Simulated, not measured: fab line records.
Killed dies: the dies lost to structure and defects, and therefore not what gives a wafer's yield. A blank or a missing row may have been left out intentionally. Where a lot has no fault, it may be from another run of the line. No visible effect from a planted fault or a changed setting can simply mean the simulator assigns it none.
Matching of chambers + flow sky130 + SKY_METAL3_ETCH_17 on rie diel-02 has 4 sister chambers
The step etches SiO2 in C4F8/O2/Ar, stops on TiN, time 3.9 s, target depth 15 nm. 4 wafers are shown with their chamber, then 12 later ones without.

== EACH WAFER AND ITS CHAMBER ==
| wafer  | chamber | oes product au (a.u.) |
|--------|---------|-----------------------|
| L083.6 | 0       | 0.761                 |
| L085.4 | 3       | 0.746                 |
| L087.1 | 2       | 0.758                 |
| L087.4 | 1       | 0.753                 |

== WAFERS WITHOUT THEIR CHAMBER ==
| wafer  | oes product au (a.u.) |
|--------|-----------------------|
| L089.1 | 0.751                 |
| L089.2 | 0.744                 |
| L089.3 | 0.760                 |
| L089.4 | 0.756                 |
| L089.5 | 0.742                 |
| L089.6 | 0.747                 |
| L090.2 | 0.749                 |
| L090.3 | 0.753                 |
| L090.4 | 0.753                 |
| L094.2 | 0.763                 |
| L094.3 | 0.751                 |
| L094.5 | 0.766                 |

== EACH ONE'S CHAMBER ==
| wafer  | from the rows above          | in truth                   |
|--------|------------------------------|----------------------------|
| L089.1 | can't be placed: 1 or 3      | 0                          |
| L089.2 | 3                            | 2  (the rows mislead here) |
| L089.3 | can't be placed: 0 or 2      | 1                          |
| L089.4 | can't be placed: 2 or 1 or 0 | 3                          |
| L089.5 | 3                            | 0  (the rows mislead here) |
| L089.6 | 3                            | 3                          |
| L090.2 | can't be placed: 3 or 1      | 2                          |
| L090.3 | 1                            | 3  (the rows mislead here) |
| L090.4 | 1                            | 1                          |
| L094.2 | can't be placed: 0 or 2      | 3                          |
| L094.3 | can't be placed: 1 or 3      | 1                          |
| L094.5 | can't be placed: 0 or 2      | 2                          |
2 of 12 placed correctly. Cannot be placed on the basis of these rows: 7; the candidates contain the true chamber in 2. Wrongly placed: 3.
How it was worked out, from the rows above alone: a wafer's distance from a chamber is the root of the sum, over the readings, of the square of ((its reading less the chamber's mean) divided by the reading's scatter). If the next closest chamber is less than 2 further off than the closest, the wafer can't be placed; otherwise it belongs to the closest. The mean given for a chamber averages the wafers shown for that chamber. The scatter: with one shown wafer a chamber, the root of the mean of the squares of how far each hidden wafer lies from its nearest shown one.
